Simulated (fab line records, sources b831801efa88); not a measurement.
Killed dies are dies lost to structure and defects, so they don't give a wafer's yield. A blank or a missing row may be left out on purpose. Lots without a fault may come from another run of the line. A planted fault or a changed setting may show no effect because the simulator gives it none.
Tool commonality check | flow gf180mcu | 13 lots, 39 wafers sampled

WHY IT WAS OPENED
At GF_DNWELL_TW_MEAS_09 the reading DNWELL_TW is flagged on 2 of 13 lots. Wafers without a fault read 1350, standard deviation 8.3.
Rule: a lot is flagged when every wafer of it that has a number lies more than 4 standard deviations from that mean, or none has a number. The other lots count as sound.

lot  | measured    | on            | DNWELL_TW, wafer by wafer | flag
L775 | day 2 22:40 | film_metro-02 | 1341 1338 1341            |
L777 | day 3 11:14 | film_metro-02 | 1346 1352 1344            |
L778 | day 3 15:37 | film_metro-03 | 1347 1339 1349            |
L780 | day 4 04:07 | film_metro-03 | 1355 1357 1354            |
L781 | day 4 08:12 | film_metro-03 | 1355 1359 1356            |
L782 | day 4 14:36 | film_metro-03 | 1363 1366 1360            |
L783 | day 4 18:57 | film_metro-02 | 1354 1345 1352            |
L784 | day 4 22:42 | film_metro-03 | 1348 1357 1358            |
L790 | day 6 08:52 | film_metro-03 | 1311 1314 1302            | FLAGGED
L792 | day 6 19:32 | film_metro-04 | 1303 1303 1305            | FLAGGED
L793 | day 7 02:43 | film_metro-04 | 1339 1345 1339            |
L796 | day 7 15:46 | film_metro-02 | 1345 1345 1349            |
L797 | day 7 21:56 | film_metro-02 | 1360 1366 1365            |
The numbers of the flagged lots are 1306 on average: -44 against the usual, or -5 standard deviations.

WHICH TOOL RAN EACH LOT
The record holds 2 process steps before the reading, out of a route of 602 steps. In each cell: the tool, then ch and the chambers that the sampled wafers went through, then the start.
lot  | flag    | GF_STI_ETCH_14                  | GF_DNWELL_IMPLANT_07
L775 |         | rie_si-02 ch 2, day 2 05:59     | implanter-04 ch 0, day 2 22:26
L777 |         | rie_si-02 ch 1,2, day 2 16:16   | implanter-02 ch 0, day 3 11:00
L778 |         | rie_si-01 ch 0,2, day 2 21:35   | implanter-04 ch 0, day 3 15:22
L780 |         | rie_si-01 ch 0,2, day 3 09:27   | implanter-01 ch 0, day 4 03:54
L781 |         | rie_si-02 ch 0,2,3, day 3 13:59 | implanter-02 ch 0, day 4 07:57
L782 |         | rie_si-02 ch 1,3, day 3 20:06   | implanter-01 ch 0, day 4 14:21
L783 |         | rie_si-02 ch 0,2,3, day 4 00:20 | implanter-02 ch 0, day 4 18:42
L784 |         | rie_si-02 ch 0,1,2, day 4 04:52 | implanter-04 ch 0, day 4 22:27
L790 | FLAGGED | rie_si-02 ch 0,1,3, day 5 13:09 | implanter-01 ch 0, day 6 08:37
L792 | FLAGGED | rie_si-02 ch 2,3, day 5 23:28   | implanter-01 ch 0, day 6 19:19
L793 |         | rie_si-01 ch 1,2, day 6 03:15   | implanter-04 ch 0, day 7 02:28
L796 |         | rie_si-02 ch 0,1,3, day 6 19:18 | implanter-02 ch 0, day 7 15:32
L797 |         | rie_si-01 ch 1,2,3, day 7 01:20 | implanter-04 ch 0, day 7 21:42
What these steps do:
- GF_STI_ETCH_14: etches Si in HBr/Cl2/O2, target depth 360 nm, time 102.9 s.
- GF_DNWELL_IMPLANT_07
- GF_DNWELL_TW_MEAS_09

FLAGGED OVER TOTAL, TOOL BY TOOL (the gauges that took the reading come last)
step                 | tool          | lots run | flagged | share of the flagged lots | sound lots run after its first flagged lot
GF_STI_ETCH_14       | rie_si-01     | 4        | 0       | none                      | -
GF_STI_ETCH_14       | rie_si-02     | 9        | 2       | all                       | 1 (L796)
GF_DNWELL_IMPLANT_07 | implanter-01  | 4        | 2       | all                       | 0
GF_DNWELL_IMPLANT_07 | implanter-02  | 4        | 0       | none                      | -
GF_DNWELL_IMPLANT_07 | implanter-04  | 5        | 0       | none                      | -
GF_DNWELL_TW_MEAS_09 | film_metro-02 | 5        | 0       | none                      | -
GF_DNWELL_TW_MEAS_09 | film_metro-03 | 6        | 1       | some                      | 0
GF_DNWELL_TW_MEAS_09 | film_metro-04 | 2        | 1       | some                      | 1 (L793)

WHAT THE TABLE ALLOWS
2 rows of the table ran every flagged lot: rie_si-02 at GF_STI_ETCH_14, implanter-01 at GF_DNWELL_IMPLANT_07.
- rie_si-02 at GF_STI_ETCH_14: 2 of its 9 lots flagged. Sound lots ran on it after the first flagged one (L796), which a lasting fault on the whole tool wouldn't allow.
- implanter-01 at GF_DNWELL_IMPLANT_07: 2 of its 4 lots flagged. Its last sound lot is L782 (day 4 14:21), its first flagged lot L790 (day 6 08:37): a fault that began between those two fits. Its own readings lie more than 4 standard deviations out on every wafer of the flagged lots: dose_ions_cm2.
One tool is left: implanter-01 at GF_DNWELL_IMPLANT_07.

WHAT THE SIMULATOR HAD PUT IN
Process parameter drift: implanter-01, from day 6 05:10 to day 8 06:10, at GF_DNWELL_IMPLANT_07. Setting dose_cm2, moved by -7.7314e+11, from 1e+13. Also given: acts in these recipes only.
Lots struck among those shown: L790, L792. The rule above found the same.
